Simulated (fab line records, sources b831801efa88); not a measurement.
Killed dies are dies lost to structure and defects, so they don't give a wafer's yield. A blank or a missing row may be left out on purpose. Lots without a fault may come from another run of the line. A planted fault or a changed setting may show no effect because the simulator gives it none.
fab line records | flow gf180mcu
record lots=13 wafers=38 last_day=34
route steps=602 shown STI@14 VT_IMPLANT@108 V1@346 M3@412
lots that met no fault: from a run of the same line without faults
start_h: hours from the record's first day to the start of the lot's first wafer shown | wait_h: hours since the lot's step before | " the same as in the row above | L1.1+2: a row that stands for several wafers | - no value, or no start given | * or withheld: withheld | < > ~ a bound
route shown NAME@n: a module of which the file shows steps, and the number in the route of the first | usual: mean/standard deviation of fault-free wafers | same: alike in all rows | chamber/n: place in a boat | sites: the reading at each site | _std_site: their standard deviation | _edge_site: outer sites' mean less inner sites' | radius_mm: how far each site lies from the wafer's centre | mask NAME#n: copy n | behind: the tool/chamber that last shaped the wafer | hold: why the lot was held/for how many hours/how that ended | device: the transistor (n, p or np) that didn't switch | end of line: the same wafers' tests at the end of the route | a step without rows: its recipe alone | killed: dies lost to structure and defects at the first sort, not the wafer's yield | map: a wafer's dies, x killed, . not, _ none there
set.NAME: the setting as run; set.NAME@STEP: as run at that earlier step | model.NAME: the simulator's own value behind a step, which no gauge read
steps of the route over a sample of lots; a table a step, a row a wafer
services: from which hour (start_h, from the record's first day; less than 0 if before it) a tool's chamber was out of use, for how many hours, and why
## steps
# step GF_STI_ETCH_13
# recipe chemistry=CHF3/O2 stop_on=Si over_etch_frac=0.3 target_depth_a=2823.1 source_w=600 bias_w=200 pressure_mtorr=40 chf3_flow_sccm=50 O2_flow_sccm=5 time_s=112.9
# usual bias_w=200.0/0.62 drypump_motor_current_A=5.7/0.34 oes_product_au=0.833/0.0073 throttle_valve_pct=8.810/0.0094
# columns lot.wafer tool chamber start_h wait_h bias_w drypump_motor_current_A oes_product_au rf_hours_counter_h throttle_valve_pct
L429.2 rie_diel-03 3 24.98 0.1 200.0 5.8 0.835 9 8.814
L429.4 " 0 " " 198.5 5.8 0.831 156 8.807
L429.5 " 3 " " 200.6 5.8 0.842 - 8.817
L430.1 rie_diel-02 1 30.16 0.1 200.7 5.3 0.821 36 8.804
L430.3 " 0 " " 200.5 5.7 0.815 126 8.826
L430.6 " 3 " " 200.0 6.1 0.819 - 8.820
L432.1 rie_diel-01 1 42.58 0.1 199.1 5.6 0.833 74 8.801
L432.3 " 0 " " 199.4 5.0 0.828 1 8.803
L432.5 " 0 " " 199.4 5.0 0.829 - 8.821
L434.1 rie_diel-01 2 51.53 0.1 200.2 5.5 0.838 5 8.806
L434.5 " 2 " " 199.8 5.5 0.826 - 8.798
L434.6 " 3 " " 200.2 6.1 0.844 - 8.825
L435.2 rie_diel-03 1 56.23 0.1 200.9 5.6 0.837 78 8.809
L435.4 " 2 " " 200.9 5.7 0.845 81 8.828
L435.6 " 2 " " 200.7 5.6 0.837 - 8.801
L436.3 rie_diel-01 3 60.93 0.1 198.8 6.1 0.828 2 8.797
L436.5 " 3 " " 199.2 6.1 0.845 - 8.811
L436.6 " 2 " " 199.2 5.5 0.833 - 8.807
L437.2 rie_diel-02 3 66.88 0.1 200.3 6.0 0.831 47 8.808
L437.3 " 0 " " 199.4 5.7 0.846 127 8.811
L437.6 " 0 " " 199.6 5.7 0.837 - 8.804
L438.2 rie_diel-02 1 71.83 0.1 199.4 5.3 0.833 38 8.826
L438.5 " 1 " " 200.9 5.3 0.838 - 8.820
L438.6 " 2 " " 200.4 6.4 0.832 - 8.806
L439.1 rie_diel-03 0 77.28 0.1 199.1 5.8 0.831 157 8.795
L439.2 " 2 " " 199.4 5.6 0.840 81 8.800
L439.5 " 0 " " 198.7 5.9 0.835 - 8.813
L440.1 rie_diel-02 0 81.88 0.1 199.9 5.7 0.842 127 8.800
L440.5 " 1 " " 200.3 5.3 0.832 - 8.821
L449.1 rie_diel-03 3 127.88 0.1 200.1 5.8 0.824 12 8.788
L449.3 " 0 " " 200.0 5.8 0.836 158 8.810
L449.4 " 1 " " 199.8 5.7 0.831 80 8.823
L450.3 rie_diel-02 1 133.46 0.1 199.5 5.3 0.826 39 8.814
L450.4 " 2 " " 199.8 6.4 0.833 5 8.816
L450.5 " 2 " " 199.6 6.4 0.825 - 8.817
L452.2 rie_diel-02 1 143.56 0.1 200.0 5.3 0.828 39 8.805
L452.4 " 3 " " 200.1 6.0 0.827 49 8.811
L452.5 " 2 " " 199.8 6.4 0.819 - 8.805
# step GF_VT_IMPLANT_OVL_MEAS_18
# usual VT_IMPLANT_01_OVL=0.5/1.3
# columns lot.wafer tool chamber start_h wait_h VT_IMPLANT_01_OVL[nm]
L429.2 overlay-01 - 126.25 0.1 1.2
L429.4 " - " " 2.3
L429.5 " - " " 0.1
L430.1 overlay-01 - 133.11 0.1 0.4
L430.3 " - " " 0.2
L430.6 " - " " 1.1
L432.1 overlay-01 - 144.06 0.1 0.3
L432.3 " - " " -0.6
L432.5 " - " " -2.5
L434.1 overlay-01 - 158.59 0.1 -1.8
L434.5 " - " " 0.4
L434.6 " - " " 1.0
L435.2 overlay-01 - 161.80 0.1 2.4
L435.4 " - " " 0.6
L435.6 " - " " 0.2
L436.3 overlay-01 - 168.05 0.1 0.2
L436.5 " - " " 1.4
L436.6 " - " " -0.9
L437.2 overlay-02 - 175.10 0.1 -0.3
L437.3 " - " " -0.6
L437.6 " - " " -1.1
L438.2 overlay-02 - 183.21 0.1 0.2
L438.5 " - " " 0.5
L438.6 " - " " 0.6
L439.1 overlay-01 - 187.86 0.1 -0.2
L439.2 " - " " 3.1
L439.5 " - " " 0.8
L440.1 overlay-01 - 199.30 0.1 2.2
L440.5 " - " " 1.8
L449.1 overlay-01 - 252.46 0.1 2.0
L449.3 " - " " 1.5
L449.4 " - " " 0.0
L450.3 overlay-02 - 256.86 0.1 1.2
L450.4 " - " " 0.2
L450.5 " - " " 1.2
L452.2 overlay-02 - 270.11 0.1 0.7
L452.4 " - " " 1.6
L452.5 " - " " 0.7
# step GF_V1_EXPOSE_11
# recipe mask_id=Via1 target_cd_nm=260 na=0.68 source_shape=conventional sigma_outer=0.6 dose_mj=38
# columns lot.wafer tool chamber start_h wait_h mask
L429.2+4+5 krf_scanner-02 0 399.67 - Via1#0
L430.1+3+6 krf_scanner-01 0 409.43 - Via1#0
L432.1+3+5 krf_scanner-01 0 423.50 - Via1#0
L434.1+5+6 krf_scanner-01 0 445.45 - Via1#0
L435.2+4+6 krf_scanner-01 0 454.77 - Via1#0
L436.3+5+6 krf_scanner-02 0 465.22 - Via1#0
L437.2+3+6 krf_scanner-02 0 473.77 - Via1#0
L438.2+5+6 krf_scanner-02 0 485.32 - Via1#0
L439.1+2+5 krf_scanner-01 0 486.38 - Via1#0
L440.1+5 krf_scanner-02 0 506.92 - Via1#0
L449.1+3+4 krf_scanner-01 0 567.10 - Via1#0
L450.3+4+5 krf_scanner-02 0 575.62 - Via1#0
L452.2+4+5 krf_scanner-02 0 593.79 - Via1#0
# step GF_V1_CD_MEAS_14
# recipe target_cd_nm=260
# usual cd_nm=260.4/1.3
# columns lot.wafer tool chamber start_h wait_h cd_nm
L429.2 cd_sem-01 - 410.92 0.1 259.8
L429.4 " - " " 259.5
L429.5 " - " " 261.7
L430.1 cd_sem-02 - 421.30 0.1 260.5
L430.3 " - " " 259.9
L430.6 " - " " 259.5
L432.1 cd_sem-02 - 435.80 0.1 260.3
L432.3 " - " " 262.5
L432.5 " - " " 259.9
L434.1 cd_sem-01 - 457.35 0.1 259.6
L434.5 " - " " 259.3
L434.6 " - " " 260.8
L435.2 cd_sem-01 - 466.97 0.1 261.7
L435.4 " - " " 262.3
L435.6 " - " " 261.1
L436.3 cd_sem-02 - 477.34 0.1 260.3
L436.5 " - " " 260.3
L436.6 " - " " 260.5
L437.2 cd_sem-02 - 485.52 0.1 259.5
L437.3 " - " " 259.1
L437.6 " - " " 259.1
L438.2 cd_sem-01 - 497.32 0.1 260.0
L438.5 " - " " 261.1
L438.6 " - " " 259.5
L439.1 cd_sem-02 - 497.80 0.1 260.9
L439.2 " - " " 260.9
L439.5 " - " " 259.8
L440.1 cd_sem-02 - 518.65 0.1 267.0
L440.5 " - " " 266.4
L449.1 cd_sem-01 - 577.40 0.1 260.0
L449.3 " - " " 259.5
L449.4 " - " " 260.9
L450.3 cd_sem-01 - 586.19 0.1 261.1
L450.4 " - " " 262.3
L450.5 " - " " 261.5
L452.2 cd_sem-01 - 603.82 0.1 262.4
L452.4 " - " " 262.9
L452.5 " - " " 261.8
# step GF_M3_SPUTTER_03
# recipe material=Ti target_thk_nm=10 substrate_temp_c=300 chamber_pressure_pa=0.3 power_w=3000 time_s=6.7
# usual throttle_valve_pct=30.0/1.2
# columns lot.wafer tool chamber start_h wait_h throttle_valve_pct
L429.2 pvd_sputter-01 - 464.39 0.0 27.9
L429.4 " - " " 30.8
L429.5 " - " " 27.6
L430.1 pvd_sputter-02 - 474.63 0.0 31.2
L430.3 " - " " 29.0
L430.6 " - " " 31.1
L432.1 pvd_sputter-04 - 488.62 0.0 30.5
L432.3 " - " " 29.9
L432.5 " - " " 32.0
L434.1 pvd_sputter-04 - 510.26 0.0 32.1
L434.5 " - " " 30.5
L434.6 " - " " 30.6
L435.2 pvd_sputter-01 - 518.75 0.0 30.8
L435.4 " - " " 27.7
L435.6 " - " " 30.2
L436.3 pvd_sputter-01 - 527.69 0.0 30.9
L436.5 " - " " 27.5
L436.6 " - " " 29.6
L437.2 pvd_sputter-04 - 536.55 0.0 30.3
L437.3 " - " " 30.0
L437.6 " - " " 31.7
L438.2 pvd_sputter-02 - 547.20 0.0 28.8
L438.5 " - " " 30.1
L438.6 " - " " 28.7
L439.1 pvd_sputter-02 - 548.31 0.0 30.1
L439.2 " - " " 31.2
L439.5 " - " " 29.2
L440.1 pvd_sputter-01 - 569.07 0.0 30.2
L440.5 " - " " 30.0
L449.1 pvd_sputter-01 - 625.30 0.0 29.9
L449.3 " - " " 29.7
L449.4 " - " " 30.6
L450.3 pvd_sputter-01 - 633.43 0.0 29.8
L450.4 " - " " 27.7
L450.5 " - " " 29.7
L452.2 pvd_sputter-01 - 649.46 0.0 30.4
L452.4 " - " " 27.6
L452.5 " - " " 29.7
## services
# columns tool chamber start_h hours kind
krf_scanner-02 - 16.27 1.3 pm
krf_scanner-02 - 24.50 0.8 pm
krf_scanner-02 - 26.79 3.6 pm
pvd_sputter-01 - 57.71 34.4 repair
pvd_sputter-01 - 99.59 1.3 repair
pvd_sputter-01 - 129.19 0.6 repair
krf_scanner-02 - 149.60 4.4 pm
krf_scanner-02 - 156.77 1.0 pm
krf_scanner-02 - 192.17 1.3 pm
krf_scanner-02 - 193.47 0.8 pm
krf_scanner-02 - 235.90 7.2 pm
krf_scanner-02 - 251.18 0.7 repair
krf_scanner-02 - 266.61 0.8 repair
krf_scanner-02 - 270.84 1.2 repair
pvd_sputter-01 - 293.88 12.3 repair
krf_scanner-02 - 325.77 1.0 pm
krf_scanner-02 - 362.10 0.8 pm
krf_scanner-02 - 368.07 1.3 pm
pvd_sputter-01 - 390.17 3.4 repair
pvd_sputter-01 - 432.73 6.8 repair
krf_scanner-02 - 494.77 1.0 pm
krf_scanner-02 - 495.77 4.0 pm
pvd_sputter-01 - 529.28 2.3 repair
krf_scanner-02 - 530.90 0.8 pm
## key
first_sign step=GF_V1_CD_MEAS_14 reading=cd_nm direction=up sigmas=4.7 usual=260.4 struck=266.7
effect none on later readings
met_at GF_V1_EXPOSE_11
struck_lots L440
struck_wafers L440.1,L440.5
not_acting_at GF_STI_ETCH_13,GF_VT_IMPLANT_OVL_MEAS_18,GF_M3_SPUTTER_03
onset_between 485.32 506.92
fault kind=process_parameter_drift tool=krf_scanner-02 chamber=- onset_h=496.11 steps=GF_V1_EXPOSE_11 channel=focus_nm offset=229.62 shape=step end_h=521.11 scope=struck_wafers_only
